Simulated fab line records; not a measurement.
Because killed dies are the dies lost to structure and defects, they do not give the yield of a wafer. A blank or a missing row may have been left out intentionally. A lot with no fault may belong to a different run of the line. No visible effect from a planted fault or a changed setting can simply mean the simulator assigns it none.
A struck lot beside a sound one -- flow sfq_line -- 16 out of 325 route steps
Sound: the wafers L429.4, L429.5, L429.6. Wafers struck: L424.1, L424.2, L424.5. The cause is named last.
Order at every step that has rows: each side's tool, ch and its chambers, its first start. Under that, the readings that differ: sound wafers -- struck wafers -- difference of the means -- sigmas: that difference in standard deviations of wafers without a fault.
alike: readings with means less than 2 such deviations apart, plus words and numbers identical on both sides. not compared: withheld readings, readings lacking a value on some wafer, bounds such as >300 that could conceal the same value, and numbers that have no deviation in the record and whose values overlap.
Wherever a step has rows on one side only, a row that says differs or no value, or a row with sigmas, the two part there. Numbers that don't overlap but have no deviation are shown without sigmas and don't part them. Lack of a reading on every wafer of one side parts them only where that side has two or more wafers.

SFQ_I6_OVL_MEAS_942:
  sound: overlay-01 at day 83 17:44; struck: overlay-02 at day 81 21:43
  alike: I6_OVL
SFQ_TRILAYER_I6_VIA_BARC_OPEN_VIA_ETCH_235: etches BARC in O2, target depth 125 nm, time 41.7 s.
  sound on rie_diel-02 ch 0,2,3, day 83 17:47; struck on rie_diel-01 ch 1,3, day 81 21:46
  alike: drypump_motor_current_A, oes_product_au
  not compared: rf_hours_counter_h
SFQ_TRILAYER_I6_VIA_ETCH_VIA_ETCH_172: etches SiO2 in CHF3, stops on Nb, target depth 260 nm.
  sound on rie_diel-02 ch 0,2,3, day 83 17:52; struck on rie_diel-01 ch 1,3, day 81 21:48
  alike: drypump_motor_current_A, oes_product_au
SFQ_TRILAYER_I6_VIA_STRIP_STRIP_173: strips in O2.
  sound on rie_metal-04 ch 0,1, day 83 18:07; struck on rie_metal-03 ch 0,1, day 81 21:55
reading,sound,struck,difference,sigmas
oes_product_au (a.u.),1.012 1.017 1.004,0.996 0.990 1.001,-0.015,-2
  alike: drypump_motor_current_A
  not compared: rf_hours_counter_h
then, 2 steps without rows for these wafers: SFQ_TRILAYER_I6_VIA_STRIP_SOLV_CLEAN_174 (cleans in NMP, time 600 s); SFQ_TRILAYER_M7_DEP_PRE_CLEAN_176 (time 22.5 s).
SFQ_TRILAYER_M7_DEP_SPUTTER_175: material Nb, target thk 200 nm, time 133.3 s.
  sound: pvd_sputter-03 at day 83 18:43; struck: pvd_sputter-06 at day 81 22:44
  alike: throttle_valve_pct
SFQ_M7_RS_MEAS_943: uses a four-point probe to measure.
  sound: film_metro-02 at day 83 18:52; struck: film_metro-02 at day 81 22:49
  alike: M7_NB_RS
then, 3 steps without rows for these wafers: SFQ_TRILAYER_M7_LITHO_COAT_182 (resist thk 62 nm); SFQ_TRILAYER_M7_LITHO_COAT_177 (resist thk 600 nm); SFQ_TRILAYER_M7_LITHO_SOFTBAKE_181.
-- the record jumps here: 4 days lie between the struck wafers' starts before and after --
SFQ_TRILAYER_M7_LITHO_EXPOSE_178: exposes mask M7, target cd 500 nm.
  sound on krf_scanner-01 ch 0, day 87 16:29; struck on krf_scanner-02 ch 0, day 86 06:25
reading,sound,struck,difference,sigmas
model.M7.overlay_x_nm (nm),5.713 5.713 5.713,125.8 125.8 125.8,+120.1,
  alike: mask
then, 2 steps without rows for these wafers: SFQ_TRILAYER_M7_LITHO_PEB_180 (peb time 60 s); SFQ_TRILAYER_M7_LITHO_DEVELOP_179 (time 60 s).
SFQ_M7_OVL_MEAS_945:
  sound: overlay-02 at day 87 17:24; struck: overlay-01 at day 86 07:55
reading,sound,struck,difference,sigmas
M7_OVL (nm),2 4 3,118 118 114,+114,+21
SFQ_TRILAYER_M7_BARC_OPEN_METAL_ETCH_229: etches BARC in O2, target depth 125 nm, time 41.7 s.
  sound on rie_metal-02 ch 0,1, day 87 17:26; struck on rie_metal-02 ch 0,1, day 86 07:58
  alike: drypump_motor_current_A, oes_product_au
  not compared: rf_hours_counter_h

WHERE THEY PART
First at SFQ_TRILAYER_I6_VIA_STRIP_STRIP_173; last, within this record, at SFQ_M7_OVL_MEAS_945. Later steps at which nothing parts them and some readings are alike: SFQ_TRILAYER_M7_BARC_OPEN_METAL_ETCH_229.

WHY: what had been put in by the simulator
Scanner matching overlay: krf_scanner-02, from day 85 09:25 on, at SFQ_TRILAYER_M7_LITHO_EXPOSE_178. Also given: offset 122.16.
